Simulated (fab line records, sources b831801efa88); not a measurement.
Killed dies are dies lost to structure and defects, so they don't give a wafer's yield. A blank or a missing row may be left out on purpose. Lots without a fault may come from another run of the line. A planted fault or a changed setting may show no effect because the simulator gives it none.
One fault seen from 2 desks | flow gf180mcu | each desk has only its own numbers; what lay behind them comes last

THE TOOL OWNER'S DESK: rie_diel-03
The tool's own readings at GF_STI_ETCH_13 (etches the open film in CHF3/O2, stops on Si, target depth 282.31 nm, time 112.9 s): means of the sampled wafers that have a number, for each lot that ran on this tool. A lot is out of limits, marked OUT, if its mean lies more than 4 standard deviations from the usual mean; the brackets give that distance.
Columns: A = bias_w at GF_STI_ETCH_13, usual 200.0 W; B = drypump_motor_current_A at GF_STI_ETCH_13, usual 5.8 A; C = oes_product_au at GF_STI_ETCH_13, usual 0.833 a.u.; D = rf_fwd_power_W at GF_STI_ETCH_13, usual 597.0 W; E = throttle_valve_pct at GF_STI_ETCH_13, usual 8.808 %
lot  | first seen here | A     | B   | C     | D     | E
L983 | day 2 00:47     | 199.9 | 5.8 | 0.832 | 598.1 | 8.801
L988 | day 3 02:30     | 199.8 | 5.8 | 0.828 | 595.5 | 8.806
L989 | day 3 08:32     | 199.9 | 6.1 | 0.829 | 596.4 | 8.803
L991 | day 3 17:35     | 200.2 | 6.1 | 0.834 | 599.0 | 8.806
L992 | day 3 23:51     | 199.2 | 6.3 | 0.838 | 594.3 | 8.816
L995 | day 4 15:15     | 199.5 | 6.5 | 0.831 | 596.3 | 8.806
L997 | day 5 01:05     | 199.8 | 5.9 | 0.825 | 595.2 | 8.806
This desk's finding: nothing out of limits on any of the 7 lots.

THE METROLOGY DESK
What the gauges read, lot by lot, whatever tool the lot ran on: means of the sampled wafers that have a number. A lot is out of limits, marked OUT, if its mean lies more than 4 standard deviations from the usual mean; the brackets give that distance.
Columns: A = MVPSD_OVL at GF_MVPSD_OVL_MEAS_07, usual -0.3 nm; B = HV_LDD_TW at GF_HV_LDD_TW_MEAS_11, usual 2414; C = HV_LDD_4_TW at GF_HV_LDD_TW_MEAS_50, usual 570
lot  | first seen here | A    | B    | C
L983 | day 4 22:09     | 0.7  | 2423 | 569
L988 | day 6 05:50     | -1.2 | 2423 | 571
L989 | day 6 14:26     | 1.4  | 2409 | 570
L990 | day 6 18:22     | 2.1  | 2417 | 574
L991 | day 6 22:27     | 0.9  | 2408 | 574
L992 | day 7 07:20     | -0.8 | 2427 | 565
L995 | day 8 02:13     | -1.1 | 2408 | 570
L996 | day 8 06:03     | -2.7 | 2408 | 572
L997 | day 8 10:12     | 1.1  | 2419 | 572
L103 | day 9 23:11     | -1.6 | 2398 | 570
L104 | day 10 06:14    | -0.3 | 2402 | 564
L105 | day 10 10:32    | -1.5 | 2404 | 565
L106 | day 10 20:26    | -1.3 | 2427 | 577
This desk's finding: nothing out of limits on any of the 13 lots.

PUT TOGETHER
The tool owner's desk saw nothing out of limits.
The metrology desk saw nothing out of limits.

WHAT THE SIMULATOR HAD PUT IN
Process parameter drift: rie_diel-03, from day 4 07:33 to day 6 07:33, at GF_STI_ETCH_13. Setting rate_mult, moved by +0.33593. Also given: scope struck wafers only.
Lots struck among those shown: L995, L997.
